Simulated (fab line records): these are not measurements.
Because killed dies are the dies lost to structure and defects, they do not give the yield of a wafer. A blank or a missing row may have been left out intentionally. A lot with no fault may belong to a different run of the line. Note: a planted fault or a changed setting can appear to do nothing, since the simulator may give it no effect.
Which tool did it? / flow gf180mcu / 18 wafers from 6 lots sampled at 2 of the route's 602 steps

WHAT EACH GAUGE READ, for each wafer
GF_PSD_RS_MEAS_14: uses a four-point probe to measure.
lot=L862; measured=day 14 11:04; on=film metro-02; NSD_RS (ohm/sq)=45.99 45.97 46.10
lot=L864; measured=day 15 05:19; on=film metro-04; NSD_RS (ohm/sq)=46.18 46.12 46.25
lot=L866; measured=day 15 21:44; on=film metro-02; NSD_RS (ohm/sq)=46.00 46.07 46.05
lot=L868; measured=day 16 18:03; on=film metro-04; NSD_RS (ohm/sq)=46.11 46.05 46.06
lot=L870; measured=day 17 12:16; on=film metro-03; NSD_RS (ohm/sq)=46.06 46.17 46.02
lot=L879; measured=day 20 15:28; on=film metro-04; NSD_RS (ohm/sq)=47.60 47.65 47.60

WHAT TOOL EACH LOT RAN ON (gives the tool, then ch and the chambers of the sampled wafers, and finally the start)
lot=L862; GF_PSD_RTA_13=rtp anneal-02 ch 0, day 14 10:58
lot=L864; GF_PSD_RTA_13=rtp anneal-02 ch 0, day 15 05:14
lot=L866; GF_PSD_RTA_13=rtp anneal-01 ch 0, day 15 21:38
lot=L868; GF_PSD_RTA_13=rtp anneal-01 ch 0, day 16 17:58
lot=L870; GF_PSD_RTA_13=rtp anneal-01 ch 0, day 17 12:10
lot=L879; GF_PSD_RTA_13=rtp anneal-02 ch 0, day 20 15:22
- GF_PSD_RTA_13: time 20 s.

THE ANSWER, worked out from the rows above alone
Rule: the usual values come from the lots themselves. The widest of any qualifying gaps counts: lots, ordered by their means at a reading, are off when they make up no more than a third of the lots, leave a main group of 4 or more, and stand apart from it by 3 or more times the standard deviation of that group's means. Not used: any main group whose means are identical at the precision the tables above print for the reading. A lot without any number at a reading at which 4 lots or more have one is off too. The other lots that the step has rows for count as sound.
Off: L879, seen at GF_PSD_RS_MEAS_14 (NSD_RS). The main group: mean 46.08 ohm/sq, standard deviation 0.056.
A tool fits if, at a process step before that reading, it ran every lot that is off, and no sound lot after the first of them. Those tools and the gauges at GF_PSD_RS_MEAS_14 are tried in the same way. Undecided on this evidence; 2 tools fit (rtp anneal-02 at GF_PSD_RTA_13, film metro-04 at GF_PSD_RS_MEAS_14).

WHAT THE SIMULATOR HAD PUT IN
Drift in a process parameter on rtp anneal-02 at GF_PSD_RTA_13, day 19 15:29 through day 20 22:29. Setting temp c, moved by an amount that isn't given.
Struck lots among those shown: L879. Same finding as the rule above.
